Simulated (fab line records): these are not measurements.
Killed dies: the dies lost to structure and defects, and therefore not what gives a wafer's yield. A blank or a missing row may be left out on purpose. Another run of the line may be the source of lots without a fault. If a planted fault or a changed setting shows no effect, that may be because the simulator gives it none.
fab line records ; flow sky130
[record] lots = 12; wafers = 36; last-day = 50
route steps=708 shown DNWELL@43 VT_ADJUST_LVTN@105 SD_N@354 LI_CONTACT@378
lots that met no fault: from a run of the same line without faults
start-h: the number of hours between the record's first day and the start of the first shown wafer of the lot ; wait-h: how many hours have passed since the lot's step before this one ; " the same as in the row above ; L1.1+2: several wafers, shown together as one row ; - either no value or no given start ; * or withheld: withheld ; < > ~ a bound
route shown NAME@n: names a module that has steps shown in the file, with the first one's number in the route ; usual: mean/standard deviation taken from wafers without a fault ; same: alike in all rows ; chamber/n: place in a boat ; sites: per-site readings ; _std_site: standard deviation of those values ; _edge_site: mean of outer sites minus mean of inner sites ; radius-mm: for every site, how far away it sits from the centre of the wafer ; mask NAME#n: copy n ; behind: the most recent tool/chamber to have shaped the wafer ; hold: why the lot went on hold/how many hours it stayed there/how the hold came to an end ; device: whichever transistor did not switch (one of n, p or np) ; end of line: the tests these same wafers got at the end of their route ; where a step has no rows: the recipe by itself ; killed: not the wafer's yield, but the dies lost to structure and defects at the first sort ; map: the dies of a wafer, with x for killed, . for not killed, _ for no die there
set.NAME: the run value of the setting; set.NAME@STEP: its run value at that earlier step ; model.NAME: the simulator's own value behind a step, which no gauge read
a sample of lots followed through the steps of the route, with each step as a table and each wafer as a row
services: the hour from which a tool's chamber was out of use, counted from the record's first day as start-h (under 0 if before that day), plus the number of hours and why
[[steps]]
[step SKY_DNWELL_STRIP_08]
[recipe] chemistry = O2/N2; power-w = 1400; pressure-mtorr = 1500; platen-temp-c = withheld; o2-flow-sccm = 3000; n2-flow-sccm = 300; overash-fraction = 0.5
[usual] chamber-pressure-mTorr = 1500.0/1.5; drypump-motor-current-A = 5.8/0.38; oes-product-au = 0.723/0.0044; strip-time-to-endpoint-s = 36.94/0.095
lot.wafer;tool;chamber;start-h;wait-h;chamber-pressure-mTorr;drypump-motor-current-A;oes-product-au;rf-hours-counter-h;strip-time-to-endpoint-s
L283.4;plasma-asher-03;1;59.88;0.1;1501.0;5.3;0.721;-;37.05
L283.5;plasma-asher-03;1;59.88;0.1;1500.3;5.4;0.726;-;37.00
L283.6;plasma-asher-03;0;59.88;0.1;1498.7;6.2;0.724;-;36.88
L286.3;plasma-asher-04;1;75.08;0.1;1499.0;5.4;0.731;-;37.05
L286.4;plasma-asher-04;0;75.08;0.1;1503.2;6.0;0.716;-;36.96
L286.5;plasma-asher-04;1;75.08;0.1;1499.4;5.3;0.725;-;37.07
L287.3;plasma-asher-02;0;80.71;0.1;1499.5;6.2;0.724;-;36.96
L287.4;plasma-asher-02;1;80.71;0.1;1501.3;5.6;0.720;-;36.94
L287.5;plasma-asher-02;0;80.71;0.1;1499.4;6.2;0.724;-;36.92
L289.4;plasma-asher-02;1;90.03;0.1;1499.4;5.6;0.722;-;36.90
L289.5;plasma-asher-02;0;90.03;0.1;1499.7;6.2;0.727;-;37.00
L289.6;plasma-asher-02;1;90.03;0.1;1499.8;5.6;0.727;-;37.00
L291.1;plasma-asher-02;1;99.59;0.1;1502.5;5.6;0.718;28;36.98
L291.2;plasma-asher-02;0;99.59;0.1;1500.2;6.2;0.725;28;36.92
L291.6;plasma-asher-02;0;99.59;0.1;1503.3;6.2;0.730;-;37.04
L293.1;plasma-asher-04;1;111.44;0.1;1499.4;5.4;0.722;43;37.03
L293.5;plasma-asher-04;0;111.44;0.1;1499.8;6.0;0.720;-;37.00
L293.6;plasma-asher-04;1;111.44;0.1;1500.4;5.3;0.729;-;36.88
L298.2;plasma-asher-04;1;151.12;0.1;1502.4;5.4;0.715;46;36.84
L298.3;plasma-asher-04;1;151.12;0.1;1500.8;5.4;0.717;-;36.88
L298.5;plasma-asher-04;0;151.12;0.1;1496.7;6.0;0.712;-;36.98
L300.1;plasma-asher-03;1;155.82;0.1;1501.2;5.4;0.720;3;37.03
L300.3;plasma-asher-03;1;155.82;0.1;1502.9;5.4;0.724;-;36.99
L300.5;plasma-asher-03;0;155.82;0.1;1500.6;6.2;0.726;-;37.12
L299.1;plasma-asher-04;1;156.04;0.1;1500.3;5.4;0.725;46;36.92
L299.3;plasma-asher-04;1;156.04;0.1;1501.8;5.3;0.722;-;36.84
L299.5;plasma-asher-04;1;156.04;0.1;1499.3;5.4;0.729;-;36.82
L301.1;plasma-asher-03;1;158.69;0.1;1502.0;5.4;0.724;4;36.84
L301.3;plasma-asher-03;1;158.69;0.1;1498.9;5.3;0.721;-;36.94
L301.5;plasma-asher-03;0;158.69;0.1;1499.1;6.2;0.726;-;36.89
L304.3;plasma-asher-02;0;173.22;0.1;1498.5;6.2;0.730;-;36.87
L304.4;plasma-asher-02;1;173.22;0.1;1497.8;5.6;0.719;-;36.90
L304.5;plasma-asher-02;0;173.22;0.1;1499.6;6.2;0.713;-;36.95
L303.2;plasma-asher-04;0;173.67;0.1;1500.2;6.0;0.716;48;36.84
L303.4;plasma-asher-04;0;173.67;0.1;1501.4;6.0;0.726;-;36.79
L303.6;plasma-asher-04;0;173.67;0.1;1496.8;6.0;0.721;-;36.75
[step SKY_VT_ADJUST_LVTN_IMPLANT_08]
[recipe] species = B; energy-kev = 30; dose-cm2 = 1.57e+12; tilt-deg = withheld
[usual] dose-ions-cm2 = 1.5698e+12/1.6e+09
lot.wafer;tool;chamber;start-h;wait-h;dose-ions-cm2
L283.4;implanter-03;0;149.35;0.1;1.568e+12
L283.5;implanter-03;0;149.35;0.1;1.5711e+12
L283.6;implanter-03;0;149.35;0.1;1.5712e+12
L286.3;implanter-03;0;168.01;0.1;1.5688e+12
L286.4;implanter-03;0;168.01;0.1;1.5712e+12
L286.5;implanter-03;0;168.01;0.1;1.5687e+12
L287.3;implanter-03;0;173.88;0.1;1.568e+12
L287.4;implanter-03;0;173.88;0.1;1.5694e+12
L287.5;implanter-03;0;173.88;0.1;1.569e+12
L289.4;implanter-03;0;185.70;0.1;1.5671e+12
L289.5;implanter-03;0;185.70;0.1;1.5699e+12
L289.6;implanter-03;0;185.70;0.1;1.5689e+12
L291.1;implanter-04;0;196.17;0.0;1.5706e+12
L291.2;implanter-04;0;196.17;0.0;1.5704e+12
L291.6;implanter-04;0;196.17;0.0;1.5718e+12
L293.1;implanter-03;0;210.53;0.0;1.5714e+12
L293.5;implanter-03;0;210.53;0.0;1.5692e+12
L293.6;implanter-03;0;210.53;0.0;1.5699e+12
L298.2;implanter-04;0;259.45;0.0;1.5665e+12
L298.3;implanter-04;0;259.45;0.0;1.5676e+12
L298.5;implanter-04;0;259.45;0.0;1.5678e+12
L300.1;implanter-03;0;264.87;0.0;1.5042e+12
L300.3;implanter-03;0;264.87;0.0;1.5029e+12
L300.5;implanter-03;0;264.87;0.0;1.502e+12
L299.1;implanter-03;0;266.78;0.2;1.5021e+12
L299.3;implanter-03;0;266.78;0.2;1.5034e+12
L299.5;implanter-03;0;266.78;0.2;1.5058e+12
L301.1;implanter-01;0;270.31;0.0;1.5704e+12
L301.3;implanter-01;0;270.31;0.0;1.5709e+12
L301.5;implanter-01;0;270.31;0.0;1.5697e+12
L304.3;implanter-04;0;287.16;0.1;1.5685e+12
L304.4;implanter-04;0;287.16;0.1;1.5707e+12
L304.5;implanter-04;0;287.16;0.1;1.5702e+12
L303.2;implanter-01;0;288.20;0.0;1.5708e+12
L303.4;implanter-01;0;288.20;0.0;1.5717e+12
L303.6;implanter-01;0;288.20;0.0;1.5693e+12
[step SKY_SD_N_TW_MEAS_12]
[usual] SD_N_TW = 3976/32
lot.wafer;tool;chamber;start-h;wait-h;SD_N_TW
L283.4;film-metro-03;-;659.08;0.1;3953
L283.5;film-metro-03;-;659.08;0.1;3936
L283.6;film-metro-03;-;659.08;0.1;3928
L286.3;film-metro-01;-;684.03;0.1;3984
L286.4;film-metro-01;-;684.03;0.1;3979
L286.5;film-metro-01;-;684.03;0.1;3985
L287.3;film-metro-01;-;687.58;0.1;4029
L287.4;film-metro-01;-;687.58;0.1;4003
L287.5;film-metro-01;-;687.58;0.1;4012
L289.4;film-metro-03;-;698.92;0.1;3941
L289.5;film-metro-03;-;698.92;0.1;3932
L289.6;film-metro-03;-;698.92;0.1;3926
L291.1;film-metro-01;-;720.11;0.1;3963
L291.2;film-metro-01;-;720.11;0.1;3960
L291.6;film-metro-01;-;720.11;0.1;3959
L293.1;film-metro-03;-;734.66;0.1;3946
L293.5;film-metro-03;-;734.66;0.1;3957
L293.6;film-metro-03;-;734.66;0.1;3947
L298.2;film-metro-01;-;788.07;0.1;4008
L298.3;film-metro-01;-;788.07;0.1;4028
L298.5;film-metro-01;-;788.07;0.1;4044
L300.1;film-metro-01;-;793.56;0.1;3986
L300.3;film-metro-01;-;793.56;0.1;3980
L300.5;film-metro-01;-;793.56;0.1;3974
L299.1;film-metro-03;-;811.09;0.1;3941
L299.3;film-metro-03;-;811.09;0.1;3960
L299.5;film-metro-03;-;811.09;0.1;3958
L301.1;film-metro-01;-;811.81;0.1;3992
L301.3;film-metro-01;-;811.81;0.1;3996
L301.5;film-metro-01;-;811.81;0.1;3966
L304.3;film-metro-03;-;817.82;0.1;3967
L304.4;film-metro-03;-;817.82;0.1;3959
L304.5;film-metro-03;-;817.82;0.1;3964
L303.2;film-metro-03;-;818.12;0.1;3956
L303.4;film-metro-03;-;818.12;0.1;3922
L303.6;film-metro-03;-;818.12;0.1;3971
[step SKY_LI_CONTACT_STRIP_16]
[recipe] chemistry = O2/N2; power-w = 1400; pressure-mtorr = 1500; platen-temp-c = withheld; o2-flow-sccm = 3000; n2-flow-sccm = 300; overash-fraction = 0.5
[usual] chamber-pressure-mTorr = 1500.0/1.4; drypump-motor-current-A = 5.8/0.52; oes-product-au = 0.375/0.0047; strip-time-to-endpoint-s = 3.49/0.031
lot.wafer;tool;chamber;start-h;wait-h;chamber-pressure-mTorr;drypump-motor-current-A;oes-product-au;rf-hours-counter-h;strip-time-to-endpoint-s
L283.4;plasma-asher-02;0;689.95;-;1499.8;6.2;0.373;-;3.52
L283.5;plasma-asher-02;0;689.95;-;1502.8;6.2;0.378;-;3.47
L283.6;plasma-asher-02;1;689.95;-;1497.5;5.6;0.379;-;3.50
L286.3;plasma-asher-01;1;711.88;-;1501.5;4.8;0.378;-;3.54
L286.4;plasma-asher-01;0;711.88;-;1497.7;6.3;0.370;-;3.46
L286.5;plasma-asher-01;1;711.88;-;1498.8;4.8;0.376;-;3.54
L287.3;plasma-asher-01;1;715.85;-;1498.0;4.8;0.376;-;3.54
L287.4;plasma-asher-01;0;715.85;-;1497.7;6.3;0.377;-;3.46
L287.5;plasma-asher-01;1;715.85;-;1498.7;4.8;0.374;-;3.51
L289.4;plasma-asher-03;1;725.30;-;1499.5;5.4;0.379;-;3.51
L289.5;plasma-asher-03;1;725.30;-;1499.2;5.4;0.369;-;3.45
L289.6;plasma-asher-03;0;725.30;-;1501.1;6.2;0.376;-;3.47
L291.1;plasma-asher-03;0;749.58;-;1500.0;6.2;0.387;59;3.50
L291.2;plasma-asher-03;1;749.58;-;1502.9;5.3;0.374;59;3.43
L291.6;plasma-asher-03;0;749.58;-;1498.4;6.2;0.370;-;3.51
L293.1;plasma-asher-02;1;763.40;-;1499.6;5.6;0.368;97;3.45
L293.5;plasma-asher-02;0;763.40;-;1499.8;6.2;0.370;-;3.48
L293.6;plasma-asher-02;1;763.40;-;1503.3;5.6;0.378;-;3.48
L298.2;plasma-asher-02;1;815.55;-;1498.3;5.6;0.377;102;3.50
L298.3;plasma-asher-02;0;815.55;-;1498.3;6.2;0.372;-;3.50
L298.5;plasma-asher-02;1;815.55;-;1500.7;5.6;0.374;-;3.48
L300.1;plasma-asher-02;0;821.95;-;1498.9;6.2;0.367;102;3.45
L300.3;plasma-asher-02;1;821.95;-;1500.5;5.6;0.372;-;3.48
L300.5;plasma-asher-02;0;821.95;-;1497.2;6.2;0.379;-;3.45
L299.1;plasma-asher-01;0;838.20;-;1499.4;6.3;0.376;9;3.51
L299.3;plasma-asher-01;1;838.20;-;1500.6;4.8;0.385;-;3.48
L299.5;plasma-asher-01;0;838.20;-;1502.3;6.3;0.376;-;3.49
L301.1;plasma-asher-02;1;839.35;-;1502.8;5.6;0.377;104;3.47
L301.3;plasma-asher-02;0;839.35;-;1501.0;6.2;0.378;-;3.45
L301.5;plasma-asher-02;1;839.35;-;1501.4;5.6;0.362;-;3.49
L304.3;plasma-asher-03;1;845.79;-;1499.5;5.3;0.376;-;3.51
L304.4;plasma-asher-03;0;845.79;-;1499.6;6.2;0.382;-;3.50
L304.5;plasma-asher-03;0;845.79;-;1499.6;6.2;0.377;-;3.49
L303.2;plasma-asher-03;1;846.44;-;1499.1;5.3;0.378;69;3.51
L303.4;plasma-asher-03;1;846.44;-;1501.5;5.3;0.375;-;3.43
L303.6;plasma-asher-03;1;846.44;-;1500.1;5.4;0.372;-;3.47
[[services]]
tool;chamber;start-h;hours;kind
plasma-asher-03;-;108.75;9.0;pm
plasma-asher-03;-;150.50;2.8;pm
implanter-03;-;158.10;3.0;pm
implanter-03;-;166.50;1.4;repair
implanter-03;-;223.73;0.7;repair
plasma-asher-03;-;295.94;4.4;repair
plasma-asher-02;-;300.83;0.4;repair
plasma-asher-03;-;315.81;4.0;repair
plasma-asher-02;-;332.70;3.2;repair
implanter-03;-;349.65;3.5;repair
plasma-asher-03;-;367.16;9.7;repair
implanter-03;-;388.86;1.8;repair
plasma-asher-02;-;432.04;2.8;pm
plasma-asher-03;-;454.56;19.3;repair
plasma-asher-03;-;473.83;14.6;pm
implanter-03;-;568.00;2.2;repair
implanter-03;-;588.62;2.9;repair
plasma-asher-03;-;596.63;2.4;repair
plasma-asher-02;-;618.78;1.1;repair
implanter-03;-;645.92;3.8;pm
implanter-03;-;651.35;5.7;repair
implanter-03;-;670.05;4.8;pm
plasma-asher-02;-;781.52;1.0;repair
plasma-asher-02;-;837.83;1.2;repair
[[key]]
[first-sign] step = SKY_VT_ADJUST_LVTN_IMPLANT_08; reading = dose-ions-cm2; direction = down; sigmas = 42; usual = *; struck = *
effect none on later readings
met-at SKY_VT_ADJUST_LVTN_IMPLANT_08
struck-lots L299,L300
tester-left-out L299,L300
not-acting-at SKY_DNWELL_STRIP_08,SKY_SD_N_TW_MEAS_12,SKY_LI_CONTACT_STRIP_16
onset-between 210.53 264.87
[fault] kind = process-parameter-drift; tool = implanter-03; chamber = -; onset-h = 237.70; steps = SKY_VT_ADJUST_LVTN_IMPLANT_08; channel = dose-cm2; offset = *; shape = step; end-h = 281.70; acts-in = *; stated = *
// tester-left-out: of these lots the tester's yield and bins aren't shown, on N5 and GAA mostly nor the transistor test; their killed dies are dies lost to structure and defects alone, not to doping, threshold or leakage, so they don't give the yield
